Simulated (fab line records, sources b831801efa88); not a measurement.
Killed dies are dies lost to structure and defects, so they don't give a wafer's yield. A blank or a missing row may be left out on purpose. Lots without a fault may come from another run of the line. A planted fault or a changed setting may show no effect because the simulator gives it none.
Problem report in the 8D (eight disciplines) form, filled by code | flow sky130 | the parts of the form that need people (team, actions taken, sign-off) are left out

1. THE PROBLEM
LOCAL_INTERCONNECT_TIN_RS at SKY_LOCAL_INTERCONNECT_RS_MEAS_01 reads a mean of 15.16 ohm/sq on 1 wafer of 1 lot; wafers without a fault read 14.18 ohm/sq with a standard deviation of 0.18. That is +5.4 standard deviations from the usual mean.
The step: measures by four-point-probe.
First seen on wafer L351.2, day 33 02:01, on film_metro-04. The record holds 30 wafers of 10 lots with a number at this step. Rule for "out", or "out of limits": more than 4 standard deviations from the usual mean. The other wafers with a number count as sound.

2. WHAT IT IS AND WHAT IT IS NOT
question                    | is                        | is not
which readings at this step | LOCAL_INTERCONNECT_TIN_RS | -
which lots                  | L351                      | L341, L342, L343, L344, L346, L360, L361, L362, L363
which wafers of those lots  | L351.2                    | L351.4, L351.5
read on which gauges        | film_metro-04             | film_metro-02, film_metro-03
when                        | from day 33 02:01         | up to then (17 sound wafers); but 12 sound wafers of L360, L361, L362, L363 came after

3. SUSPECTS, AND WHAT RULES EACH OUT
Counting: a tool at a process step up to the reading stays a suspect if it ran every lot that is out. Sound lots after the first of them don't rule it out here, since some wafers of a struck lot are sound.
- the gauge at SKY_LOCAL_INTERCONNECT_RS_MEAS_01: ruled out. All the wafers that are out were read on film_metro-04, but those of them that SKY_LOCAL_INTERCONNECT_SPUTTER_00 has rows for are out there too, on other tools.
- cmp-01 at SKY_LI_CONTACT_CMP_02 (polishes PSG): kept. It ran the lot that is out, L351 (day 31 20:47); its last sound lot up to then is L344 (day 30 10:08).
- plasma_asher-02 at SKY_LI_CONTACT_STRIP_16 (strips in O2/N2): kept. It ran the lot that is out, L351 (day 33 00:53); its last sound lot up to then is L344 (day 31 15:02).
- pvd_sputter-03 at SKY_LOCAL_INTERCONNECT_SPUTTER_00 (material TiN, target thk 100 nm, time 83.3 s): kept. It ran the lot that is out, L351 (day 33 01:56); its last sound lot up to then is L344 (day 31 16:04). Its own readings are out on those wafers: cathode_dc_power_W.
- Within cmp-01 at SKY_LI_CONTACT_CMP_02: the wafers that are out ran in chamber 3; their sound lot-mates ran in chambers 0, 2.
Left after counting: cmp-01 at SKY_LI_CONTACT_CMP_02, plasma_asher-02 at SKY_LI_CONTACT_STRIP_16, pvd_sputter-03 at SKY_LOCAL_INTERCONNECT_SPUTTER_00.

4. THE CAUSE (what the simulator had put in)
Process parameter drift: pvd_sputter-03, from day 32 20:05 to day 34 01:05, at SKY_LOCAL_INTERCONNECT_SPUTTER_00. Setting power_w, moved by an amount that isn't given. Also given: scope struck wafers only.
Counting left 3 suspects, and this tool is among them.

5. THE CHAIN OF EFFECTS, in route order
Each row: a reading whose mean over the struck wafers that have a number lies more than 3 standard deviations from the usual. Only readings for which the record gives a usual standard deviation are gone through. hours: the time from each lot's start at the first step in this table that gives one to its start at this step, as a median over the lots. sigmas: the change in usual standard deviations.
hours | step                                 | reading                    | usual        | on struck wafers | change | sigmas
0     | SKY_LOCAL_INTERCONNECT_SPUTTER_00    | cathode_dc_power_W         | 6500.0 W     | 6055.5           | -444.5 | -99 or more
0     | SKY_LOCAL_INTERCONNECT_RS_MEAS_01    | LOCAL_INTERCONNECT_TIN_RS  | 14.18 ohm/sq | 15.16            | +0.98  | +5.4
0     | SKY_LOCAL_INTERCONNECT_THK_MEAS_02   | LOCAL_INTERCONNECT_TIN_THK | 98.4 nm      | 91.8             | -6.6   | -5.5
27    | SKY_LOCAL_INTERCONNECT_METAL_ETCH_14 | oes_product_au             | 0.940 a.u.   | 0.906            | -0.034 | -4.0
27    | SKY_LOCAL_INTERCONNECT_METAL_ETCH_14 | throttle_valve_pct         | 21.902 %     | 21.933           | +0.031 | +3.1
The process steps in it:
- SKY_LOCAL_INTERCONNECT_SPUTTER_00: material TiN, target thk 100 nm, time 83.3 s.
- SKY_LOCAL_INTERCONNECT_METAL_ETCH_14: etches TiN in Cl2/BCl3, stops on PSG, target depth 110 nm, time 31.4 s.

6. WHAT WOULD HAVE CAUGHT IT SOONER
In this record the first reading out of limits at a measuring or inspecting step was taken at day 33 02:01, 6 hours after the fault began at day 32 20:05.
The tool's own readings at SKY_LOCAL_INTERCONNECT_SPUTTER_00 were out on every struck wafer that the step has a row for (cathode_dc_power_W): an alarm limit on them would have fired on the first of those.
All the lots that are out (1) had begun SKY_LOCAL_INTERCONNECT_SPUTTER_00 on pvd_sputter-03 by day 33 02:01. A hold on the tool at that time would have spared none of them.
